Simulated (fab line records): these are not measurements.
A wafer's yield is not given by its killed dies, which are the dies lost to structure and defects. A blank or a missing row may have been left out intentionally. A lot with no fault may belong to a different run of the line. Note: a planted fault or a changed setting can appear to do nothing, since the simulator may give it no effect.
fab line records	flow sky130	part 1 of 2: steps 1 to 37 of 51
record lots=5	wafers=15	lastDay=50
route steps=708 shown LDD_N@250 LDD_P@255 LDD_HVN@267 LDD_HVP@278 LDD_LDN@289
lots untouched by any fault: they come from a run of this same line in which no faults occurred
startH: the number of hours between the record's first day and the start of the first shown wafer of the lot	waitH: time in hours since the lot's previous step	" the same as in the row above	L1.1+2: one row covering several wafers at once	- either no value or no given start	* or withheld: withheld	< > ~ a bound
route shown NAME@n: NAME is a module with steps in the file, n the number in the route of the first one	usual: average and standard deviation across the fault-free wafers	same: alike in all rows	chamber/n: place in a boat	sites: per-site readings	_std_site: the values' standard deviation	_edge_site: mean of outer sites minus mean of inner sites	radiusMm: how far each site lies from the wafer's centre	mask NAME#n: copy n	behind: the tool/chamber that last shaped the wafer	hold: the reason the lot was held/the length of the hold in hours/how it ended	device: the transistor (n, p or np) that didn't switch	end of line: the tests these same wafers got at the end of their route	for a step that has no rows: nothing shown but its recipe	killed: dies that structure and defects cost at the first sort, which is not the same as the wafer's yield	map: a wafer's dies, marking killed ones x, the rest . and places with no die _
set.NAME: the run value of the setting; set.NAME@STEP: its run value at that earlier step	model.NAME: the simulator's own value behind a step, which no gauge read
lots at some steps of the route; a table a step, a row a wafer
services: a tool's chamber out of use, with start hour (startH, from the record's first day; less than 0 if before it), hours out, and reason
## steps
# step SKY_LDD_N_IMPLANT_13
# recipe species=BF2	energyKev=50	doseCm2=5e+12	tiltDeg=30	rotationDeg=90
lot.wafer	tool	chamber	startH	waitH
L076.3+4+6	implanter-02	0	420.44	0.1
L080.3+5+6	implanter-03	0	450.99	0.1
L083.1+4+5	implanter-01	0	486.37	0.1
L084.3+4+6	implanter-01	0	489.12	0.1
L097.1+3+4	implanter-01	0	599.47	0.1
# step SKY_LDD_N_IMPLANT_14
# recipe species=BF2	energyKev=50	doseCm2=5e+12	tiltDeg=30	rotationDeg=180
lot.wafer	tool	chamber	startH	waitH
L076.3+4+6	implanter-02	0	420.59	0.1
L080.3+5+6	implanter-03	0	451.14	0.1
L083.1+4+5	implanter-01	0	486.52	0.1
L084.3+4+6	implanter-01	0	489.27	0.1
L097.1+3+4	implanter-01	0	599.62	0.1
# step SKY_LDD_N_IMPLANT_15
# recipe species=BF2	energyKev=50	doseCm2=5e+12	tiltDeg=30	rotationDeg=270
lot.wafer	tool	chamber	startH	waitH
L076.3+4+6	implanter-02	0	420.74	0.1
L080.3+5+6	implanter-03	0	451.29	0.1
L083.1+4+5	implanter-01	0	486.67	0.1
L084.3+4+6	implanter-01	0	489.42	0.1
L097.1+3+4	implanter-01	0	599.77	0.1
# step SKY_LDD_N_STRIP_16
# recipe chemistry=O2/N2	powerW=1400	pressureMtorr=1500	platenTempC=withheld	o2FlowSccm=3000	n2FlowSccm=300	overashFraction=0.5
# usual chamberPressureMTorr=1500.0/1.4	drypumpMotorCurrentA=5.8/0.44	oesProductAu=0.407/0.0051	stripTimeToEndpointS=4.320/0.015
lot.wafer	tool	chamber	startH	waitH	chamberPressureMTorr	drypumpMotorCurrentA	oesProductAu	rfHoursCounterH	stripTimeToEndpointS
L076.3	plasmaAsher-03	1	420.87	0.1	1500.9	5.8	0.410	-	4.310
L076.4	"	0	"	"	1502.3	6.5	0.405	-	4.324
L076.6	"	0	"	"	1500.1	6.5	0.408	-	4.301
L080.3	plasmaAsher-01	1	451.42	0.1	1498.1	5.8	0.406	-	4.309
L080.5	"	0	"	"	1502.2	5.1	0.402	-	4.311
L080.6	"	1	"	"	1500.3	5.7	0.409	-	4.315
L083.1	plasmaAsher-03	1	486.82	0.1	1501.3	5.8	0.401	77	4.304
L083.4	"	0	"	"	1499.8	6.4	0.404	-	4.309
L083.5	"	1	"	"	1500.9	5.8	0.408	-	4.318
L084.3	plasmaAsher-04	1	489.56	0.1	1499.2	5.9	0.413	-	4.349
L084.4	"	0	"	"	1500.4	5.7	0.401	-	4.325
L084.6	"	1	"	"	1498.9	5.9	0.411	-	4.315
L097.1	plasmaAsher-03	0	599.92	0.1	1500.2	6.5	0.411	88	4.331
L097.3	"	0	"	"	1500.6	6.5	0.412	-	4.329
L097.4	"	1	"	"	1498.4	5.8	0.406	-	4.314
# step SKY_LDD_N_TW_MEAS_17
# usual LDD_N_TW=2577/22
lot.wafer	tool	chamber	startH	waitH	LDD_N_TW
L076.3	filmMetro-01	-	420.96	0.1	2579
L076.4	"	-	"	"	2569
L076.6	"	-	"	"	2595
L080.3	filmMetro-04	-	451.51	0.1	2549
L080.5	"	-	"	"	2547
L080.6	"	-	"	"	2535
L083.1	filmMetro-01	-	486.92	0.1	2559
L083.4	"	-	"	"	2557
L083.5	"	-	"	"	2570
L084.3	filmMetro-03	-	489.64	0.1	2610
L084.4	"	-	"	"	2595
L084.6	"	-	"	"	2610
L097.1	filmMetro-03	-	600.02	0.1	2597
L097.3	"	-	"	"	2604
L097.4	"	-	"	"	2598
# step SKY_LDD_P_DEHYDRATE_00
# recipe tempC=200	timeS=60
lot.wafer	tool	chamber	startH	waitH
L076.3+4+6	lithoTrack-04	0	435.89	14.9
L080.3+5+6	lithoTrack-02	0	466.13	14.6
L083.1+4+5	lithoTrack-04	0	500.69	13.8
L084.3+4+6	lithoTrack-04	0	504.34	14.7
L097.1+3+4	lithoTrack-03	0	614.22	14.2
# step SKY_LDD_P_HMDS_01
# recipe primeTimeS=60	primeTempC=120
lot.wafer	tool	chamber	startH	waitH
L076.3+4+6	lithoTrack-04	0	436.04	0.1
L080.3+5+6	lithoTrack-02	0	466.28	0.1
L083.1+4+5	lithoTrack-04	0	500.84	0.1
L084.3+4+6	lithoTrack-04	0	504.49	0.1
L097.1+3+4	lithoTrack-03	0	614.37	0.1
# step SKY_LDD_P_COAT_02
# recipe resist=NOVOLAK	spinRpm=3000	resistThkNm=1140
lot.wafer	tool	chamber	startH	waitH
L076.3+4+6	lithoTrack-04	0	436.19	0.1
L080.3+5+6	lithoTrack-02	0	466.43	0.1
L083.1+4+5	lithoTrack-04	0	500.99	0.1
L084.3+4+6	lithoTrack-04	0	504.64	0.1
L097.1+3+4	lithoTrack-03	0	614.52	0.1
# step SKY_LDD_P_SOFTBAKE_03
# recipe tempC=90	timeS=60	resist=NOVOLAK
lot.wafer	tool	chamber	startH	waitH
L076.3+4+6	lithoTrack-04	0	436.34	0.1
L080.3+5+6	lithoTrack-02	0	466.58	0.1
L083.1+4+5	lithoTrack-04	0	501.14	0.1
L084.3+4+6	lithoTrack-04	0	504.79	0.1
L097.1+3+4	lithoTrack-03	0	614.67	0.1
# step SKY_LDD_P_EXPOSE_04
# recipe maskId=PSDM	na=0.6	sourceShape=conventional	sigmaOuter=0.6	polarization=unpolarized	targetCdNm=380	doseMj=138
# same na=0.6
lot.wafer	tool	chamber	startH	waitH	mask
L076.3+4+6	ilineStepper-01	0	-	-	PSDM#0
L080.3+5+6	ilineStepper-02	0	-	-	PSDM#0
L083.1+4+5	ilineStepper-02	0	-	-	PSDM#0
L084.3+4+6	ilineStepper-01	0	-	-	PSDM#0
L097.1+3+4	ilineStepper-02	0	-	-	PSDM#0
# step SKY_LDD_P_PEB_05
# recipe tempC=withheld	timeS=*	resist=NOVOLAK
lot.wafer	tool	chamber	startH	waitH
L076.3+4+6	lithoTrack-02	0	-	-
L080.3+5+6	lithoTrack-04	0	-	-
L083.1+4+5	lithoTrack-03	0	-	-
L084.3+4+6	lithoTrack-04	0	-	-
L097.1+3+4	lithoTrack-04	0	-	-
# step SKY_LDD_P_DEVELOP_06
# recipe resist=NOVOLAK	developer=TMAH	developTimeS=60	devTempC=23
lot.wafer	tool	chamber	startH	waitH
L076.3+4+6	lithoTrack-02	0	451.58	0.1
L080.3+5+6	lithoTrack-04	0	481.49	0.1
L083.1+4+5	lithoTrack-03	0	516.47	0.1
L084.3+4+6	lithoTrack-04	0	520.04	0.1
L097.1+3+4	lithoTrack-04	0	629.44	0.1
# step SKY_LDD_P_CD_MEAS_07
# recipe targetCdNm=380
# usual cdNm=380.8/2.2
lot.wafer	tool	chamber	startH	waitH	cdNm
L076.3	cdSem-01	-	451.72	0.1	380.9
L076.4	"	-	"	"	381.9
L076.6	"	-	"	"	381.1
L080.3	cdSem-02	-	481.63	0.1	380.0
L080.5	"	-	"	"	382.0
L080.6	"	-	"	"	379.6
L083.1	cdSem-01	-	516.62	0.1	382.6
L083.4	"	-	"	"	381.6
L083.5	"	-	"	"	382.6
L084.3	cdSem-01	-	520.18	0.1	378.2
L084.4	"	-	"	"	378.8
L084.6	"	-	"	"	379.5
L097.1	cdSem-01	-	629.59	0.1	377.9
L097.3	"	-	"	"	376.8
L097.4	"	-	"	"	377.5
# step SKY_LDD_P_OVL_MEAS_08
# usual LDD_P_OVL=0.2/1.5
lot.wafer	tool	chamber	startH	waitH	LDD_P_OVL[nm]
L076.3	overlay-01	-	451.81	0.1	0.6
L076.4	"	-	"	"	-1.1
L076.6	"	-	"	"	0.9
L080.3	overlay-02	-	481.72	0.1	-0.4
L080.5	"	-	"	"	0.2
L080.6	"	-	"	"	1.4
L083.1	overlay-01	-	516.74	0.1	-0.2
L083.4	"	-	"	"	1.3
L083.5	"	-	"	"	0.0
L084.3	overlay-01	-	520.27	0.1	-1.4
L084.4	"	-	"	"	-4.7
L084.6	"	-	"	"	-3.1
L097.1	overlay-01	-	629.71	0.1	-0.1
L097.3	"	-	"	"	0.7
L097.4	"	-	"	"	0.9
# step SKY_LDD_P_IMPLANT_09
# recipe species=BF2	energyKev=25	doseCm2=1e+13	tiltDeg=withheld
lot.wafer	tool	chamber	startH	waitH
L076.3+4+6	implanter-03	0	451.88	0.1
L080.3+5+6	implanter-04	0	481.79	0.1
L083.1+4+5	implanter-02	0	516.78	0.0
L084.3+4+6	implanter-03	0	520.34	0.1
L097.1+3+4	implanter-04	0	629.74	0.0
# step SKY_LDD_P_STRIP_10
# recipe chemistry=O2/N2	powerW=1400	pressureMtorr=1500	platenTempC=withheld	o2FlowSccm=3000	n2FlowSccm=300	overashFraction=0.5
# usual chamberPressureMTorr=1499.9/1.3	drypumpMotorCurrentA=5.9/0.33	oesProductAu=0.716/0.0049	stripTimeToEndpointS=14.19/0.04
lot.wafer	tool	chamber	startH	waitH	chamberPressureMTorr	drypumpMotorCurrentA	oesProductAu	rfHoursCounterH	stripTimeToEndpointS
L076.3	plasmaAsher-04	0	452.02	0.1	1499.5	5.7	0.712	-	14.11
L076.4	"	1	"	"	1500.0	5.9	0.716	-	14.15
L076.6	"	0	"	"	1501.9	5.7	0.714	-	14.17
L080.3	plasmaAsher-04	0	481.93	0.1	1501.5	5.7	0.709	-	14.23
L080.5	"	0	"	"	1499.8	5.7	0.717	-	14.19
L080.6	"	1	"	"	1500.3	5.9	0.714	-	14.22
L083.1	plasmaAsher-04	1	516.93	0.1	1497.6	5.9	0.706	40	14.22
L083.4	"	1	"	"	1498.9	5.9	0.706	-	14.21
L083.5	"	1	"	"	1501.5	5.9	0.713	-	14.24
L084.3	plasmaAsher-04	1	520.48	0.1	1500.6	5.9	0.712	-	14.21
L084.4	"	0	"	"	1499.0	5.7	0.715	-	14.18
L084.6	"	1	"	"	1500.4	5.9	0.716	-	14.21
L097.1	plasmaAsher-02	1	629.89	0.1	1499.0	6.1	0.723	20	14.14
L097.3	"	1	"	"	1500.5	6.1	0.716	-	14.17
L097.4	"	0	"	"	1500.4	5.3	0.714	-	14.19
# step SKY_LDD_P_TW_MEAS_11
# usual LDD_P_TW=629/3.7
lot.wafer	tool	chamber	startH	waitH	LDD_P_TW
L076.3	filmMetro-02	-	452.10	0.1	632
L076.4	"	-	"	"	633
L076.6	"	-	"	"	635
L080.3	filmMetro-02	-	482.01	0.1	626
L080.5	"	-	"	"	622
L080.6	"	-	"	"	625
L083.1	filmMetro-02	-	517.03	0.1	629
L083.4	"	-	"	"	628
L083.5	"	-	"	"	628
L084.3	filmMetro-02	-	520.56	0.1	628
L084.4	"	-	"	"	627
L084.6	"	-	"	"	628
L097.1	filmMetro-02	-	629.99	0.1	624
L097.3	"	-	"	"	628
L097.4	"	-	"	"	627
# step SKY_LDD_HVN_DEHYDRATE_00
# recipe tempC=200	timeS=60
lot.wafer	tool	chamber	startH	waitH
L076.3+4+6	lithoTrack-02	0	466.73	14.6
L080.3+5+6	lithoTrack-02	0	497.38	15.4
L083.1+4+5	lithoTrack-01	0	531.65	14.6
L084.3+4+6	lithoTrack-04	0	535.29	14.7
L097.1+3+4	lithoTrack-04	0	642.99	13.0
# step SKY_LDD_HVN_HMDS_01
# recipe primeTimeS=60	primeTempC=120
lot.wafer	tool	chamber	startH	waitH
L076.3+4+6	lithoTrack-02	0	466.88	0.1
L080.3+5+6	lithoTrack-02	0	497.53	0.1
L083.1+4+5	lithoTrack-01	0	531.80	0.1
L084.3+4+6	lithoTrack-04	0	535.44	0.1
L097.1+3+4	lithoTrack-04	0	643.14	0.1
# step SKY_LDD_HVN_COAT_02
# recipe resist=NOVOLAK	spinRpm=3000	resistThkNm=300
lot.wafer	tool	chamber	startH	waitH
L076.3+4+6	lithoTrack-02	0	467.03	0.1
L080.3+5+6	lithoTrack-02	0	497.68	0.1
L083.1+4+5	lithoTrack-01	0	531.95	0.1
L084.3+4+6	lithoTrack-04	0	535.59	0.1
L097.1+3+4	lithoTrack-04	0	643.29	0.1
# step SKY_LDD_HVN_SOFTBAKE_03
# recipe tempC=90	timeS=60	resist=NOVOLAK
lot.wafer	tool	chamber	startH	waitH
L076.3+4+6	lithoTrack-02	0	467.18	0.1
L080.3+5+6	lithoTrack-02	0	497.83	0.1
L083.1+4+5	lithoTrack-01	0	532.10	0.1
L084.3+4+6	lithoTrack-04	0	535.74	0.1
L097.1+3+4	lithoTrack-04	0	643.44	0.1
# step SKY_LDD_HVN_EXPOSE_04
# recipe maskId=HVNTM	na=0.6	sourceShape=conventional	sigmaOuter=0.6	polarization=unpolarized	targetCdNm=700	doseMj=127
# same na=0.6
lot.wafer	tool	chamber	startH	waitH	mask
L076.3+4+6	ilineStepper-01	0	-	-	HVNTM#0
L080.3+5+6	ilineStepper-01	0	-	-	HVNTM#0
L083.1+4+5	ilineStepper-02	0	-	-	HVNTM#0
L084.3+4+6	ilineStepper-02	0	-	-	HVNTM#0
L097.1+3+4	ilineStepper-01	0	-	-	HVNTM#0
# step SKY_LDD_HVN_PEB_05
# recipe tempC=withheld	timeS=*	resist=NOVOLAK
lot.wafer	tool	chamber	startH	waitH
L076.3+4+6	lithoTrack-01	0	-	-
L080.3+5+6	lithoTrack-02	0	-	-
L083.1+4+5	lithoTrack-02	0	-	-
L084.3+4+6	lithoTrack-04	0	-	-
L097.1+3+4	lithoTrack-04	0	-	-
# step SKY_LDD_HVN_DEVELOP_06
# recipe resist=NOVOLAK	developer=TMAH	developTimeS=60	devTempC=23
lot.wafer	tool	chamber	startH	waitH
L076.3+4+6	lithoTrack-01	0	481.45	0.1
L080.3+5+6	lithoTrack-02	0	512.58	0.1
L083.1+4+5	lithoTrack-02	0	547.38	0.1
L084.3+4+6	lithoTrack-04	0	550.94	0.1
L097.1+3+4	lithoTrack-04	0	658.04	0.1
# step SKY_LDD_HVN_OVL_MEAS_07
# usual LDD_HVN_OVL=0.0/1.3
lot.wafer	tool	chamber	startH	waitH	LDD_HVN_OVL[nm]
L076.3	overlay-02	-	481.57	0.1	-1.3
L076.4	"	-	"	"	-1.7
L076.6	"	-	"	"	-0.6
L080.3	overlay-02	-	512.69	0.1	0.4
L080.5	"	-	"	"	0.0
L080.6	"	-	"	"	-0.9
L083.1	overlay-02	-	547.53	0.1	4.1
L083.4	"	-	"	"	1.4
L083.5	"	-	"	"	0.3
L084.3	overlay-02	-	551.05	0.1	0.1
L084.4	"	-	"	"	0.9
L084.6	"	-	"	"	-0.3
L097.1	overlay-01	-	658.19	0.1	-1.0
L097.3	"	-	"	"	0.0
L097.4	"	-	"	"	-0.4
# step SKY_LDD_HVN_IMPLANT_08
# recipe species=P	energyKev=60	doseCm2=3e+13	tiltDeg=40
lot.wafer	tool	chamber	startH	waitH
L076.3+4+6	implanter-04	0	481.64	0.1
L080.3+5+6	implanter-04	0	512.76	0.1
L083.1+4+5	implanter-04	0	547.56	0.0
L084.3+4+6	implanter-04	0	551.12	0.1
L097.1+3+4	implanter-01	0	658.22	0.0
# step SKY_LDD_HVN_STRIP_09
# recipe chemistry=O2/N2	powerW=1400	pressureMtorr=1500	platenTempC=withheld	o2FlowSccm=3000	n2FlowSccm=300	overashFraction=0.5
# usual chamberPressureMTorr=1499.9/1.4	drypumpMotorCurrentA=5.8/0.46	oesProductAu=0.408/0.0049	stripTimeToEndpointS=4.133/0.015
lot.wafer	tool	chamber	startH	waitH	chamberPressureMTorr	drypumpMotorCurrentA	oesProductAu	rfHoursCounterH	stripTimeToEndpointS
L076.3	plasmaAsher-03	1	481.77	0.1	1500.9	5.8	0.394	-	4.119
L076.4	"	0	"	"	1502.4	6.5	0.404	-	4.140
L076.6	"	1	"	"	1501.4	5.8	0.406	-	4.146
L080.3	plasmaAsher-03	0	512.90	0.1	1500.3	6.5	0.402	-	4.145
L080.5	"	0	"	"	1499.5	6.5	0.405	-	4.130
L080.6	"	1	"	"	1500.2	5.8	0.399	-	4.134
L083.1	plasmaAsher-03	0	547.71	0.1	1499.0	6.5	0.406	83	4.166
L083.4	"	1	"	"	1497.7	5.8	0.408	-	4.147
L083.5	"	0	"	"	1500.2	6.5	0.404	-	4.126
L084.3	plasmaAsher-02	1	551.26	0.1	1498.8	6.1	0.402	-	4.131
L084.4	"	0	"	"	1498.0	5.3	0.419	-	4.141
L084.6	"	0	"	"	1499.8	5.3	0.403	-	4.119
L097.1	plasmaAsher-02	1	658.37	0.1	1501.5	6.1	0.412	23	4.122
L097.3	"	1	"	"	1501.0	6.1	0.414	-	4.147
L097.4	"	0	"	"	1498.5	5.3	0.415	-	4.115
# step SKY_LDD_HVN_TW_MEAS_10
# usual LDD_HVN_TW=1424/11
lot.wafer	tool	chamber	startH	waitH	LDD_HVN_TW
L076.3	filmMetro-04	-	481.86	0.1	1418
L076.4	"	-	"	"	1424
L076.6	"	-	"	"	1413
L080.3	filmMetro-02	-	512.98	0.1	1421
L080.5	"	-	"	"	1425
L080.6	"	-	"	"	1417
L083.1	filmMetro-02	-	547.81	0.1	1416
L083.4	"	-	"	"	1420
L083.5	"	-	"	"	1412
L084.3	filmMetro-03	-	551.34	0.1	1440
L084.4	"	-	"	"	1442
L084.6	"	-	"	"	1447
L097.1	filmMetro-02	-	658.47	0.1	1422
L097.3	"	-	"	"	1423
L097.4	"	-	"	"	1425
# step SKY_LDD_HVP_DEHYDRATE_00
# recipe tempC=200	timeS=60
lot.wafer	tool	chamber	startH	waitH
L076.3+4+6	lithoTrack-02	0	496.78	14.9
L080.3+5+6	lithoTrack-03	0	528.12	15.1
L083.1+4+5	lithoTrack-02	0	562.58	14.8
L084.3+4+6	lithoTrack-01	0	565.60	14.3
L097.1+3+4	lithoTrack-02	0	672.38	13.9
# step SKY_LDD_HVP_HMDS_01
# recipe primeTimeS=60	primeTempC=120
lot.wafer	tool	chamber	startH	waitH
L076.3+4+6	lithoTrack-02	0	496.93	0.1
L080.3+5+6	lithoTrack-03	0	528.27	0.1
L083.1+4+5	lithoTrack-02	0	562.73	0.1
L084.3+4+6	lithoTrack-01	0	565.75	0.1
L097.1+3+4	lithoTrack-02	0	672.53	0.1
# step SKY_LDD_HVP_COAT_02
# recipe resist=NOVOLAK	spinRpm=3000	resistThkNm=300
lot.wafer	tool	chamber	startH	waitH
L076.3+4+6	lithoTrack-02	0	497.08	0.1
L080.3+5+6	lithoTrack-03	0	528.42	0.1
L083.1+4+5	lithoTrack-02	0	562.88	0.1
L084.3+4+6	lithoTrack-01	0	565.90	0.1
L097.1+3+4	lithoTrack-02	0	672.68	0.1
# step SKY_LDD_HVP_SOFTBAKE_03
# recipe tempC=90	timeS=60	resist=NOVOLAK
lot.wafer	tool	chamber	startH	waitH
L076.3+4+6	lithoTrack-02	0	497.23	0.1
L080.3+5+6	lithoTrack-03	0	528.57	0.1
L083.1+4+5	lithoTrack-02	0	563.03	0.1
L084.3+4+6	lithoTrack-01	0	566.05	0.1
L097.1+3+4	lithoTrack-02	0	672.83	0.1
# step SKY_LDD_HVP_EXPOSE_04
# recipe maskId=HVPTM	na=0.6	sourceShape=conventional	sigmaOuter=0.6	polarization=unpolarized	targetCdNm=700	doseMj=86
# same na=0.6
lot.wafer	tool	chamber	startH	waitH	mask
L076.3+4+6	ilineStepper-01	0	-	-	HVPTM#0
L080.3+5+6	ilineStepper-02	0	-	-	HVPTM#0
L083.1+4+5	ilineStepper-01	0	-	-	HVPTM#0
L084.3+4+6	ilineStepper-02	0	-	-	HVPTM#0
L097.1+3+4	ilineStepper-01	0	-	-	HVPTM#0
# step SKY_LDD_HVP_PEB_05
# recipe tempC=withheld	timeS=*	resist=NOVOLAK
lot.wafer	tool	chamber	startH	waitH
L076.3+4+6	lithoTrack-03	0	-	-
L080.3+5+6	lithoTrack-02	0	-	-
L083.1+4+5	lithoTrack-01	0	-	-
L084.3+4+6	lithoTrack-03	0	-	-
L097.1+3+4	lithoTrack-02	0	-	-
# step SKY_LDD_HVP_DEVELOP_06
# recipe resist=NOVOLAK	developer=TMAH	developTimeS=60	devTempC=23
lot.wafer	tool	chamber	startH	waitH
L076.3+4+6	lithoTrack-03	0	512.17	0.1
L080.3+5+6	lithoTrack-02	0	543.18	0.1
L083.1+4+5	lithoTrack-01	0	577.75	0.1
L084.3+4+6	lithoTrack-03	0	580.92	0.1
L097.1+3+4	lithoTrack-02	0	686.68	0.1
# step SKY_LDD_HVP_OVL_MEAS_07
# usual LDD_HVP_OVL=-0.2/1.3
lot.wafer	tool	chamber	startH	waitH	LDD_HVP_OVL[nm]
L076.3	overlay-02	-	512.28	0.1	0.9
L076.4	"	-	"	"	1.1
L076.6	"	-	"	"	1.9
L080.3	overlay-02	-	543.29	0.1	-1.6
L080.5	"	-	"	"	0.8
L080.6	"	-	"	"	-1.6
L083.1	overlay-01	-	577.90	0.1	-1.8
L083.4	"	-	"	"	-0.4
L083.5	"	-	"	"	1.2
L084.3	overlay-01	-	581.03	0.1	0.8
L084.4	"	-	"	"	-0.1
L084.6	"	-	"	"	0.4
L097.1	overlay-02	-	686.83	0.1	-0.8
L097.3	"	-	"	"	-1.3
L097.4	"	-	"	"	0.1
# step SKY_LDD_HVP_IMPLANT_08
# recipe species=B	energyKev=20	doseCm2=1.7e+13	tiltDeg=17.9
lot.wafer	tool	chamber	startH	waitH
L076.3+4+6	implanter-03	0	512.41	0.1
L080.3+5+6	implanter-01	0	543.36	0.1
L083.1+4+5	implanter-03	0	577.94	0.0
L084.3+4+6	implanter-03	0	581.11	0.1
L097.1+3+4	implanter-03	0	686.86	0.0
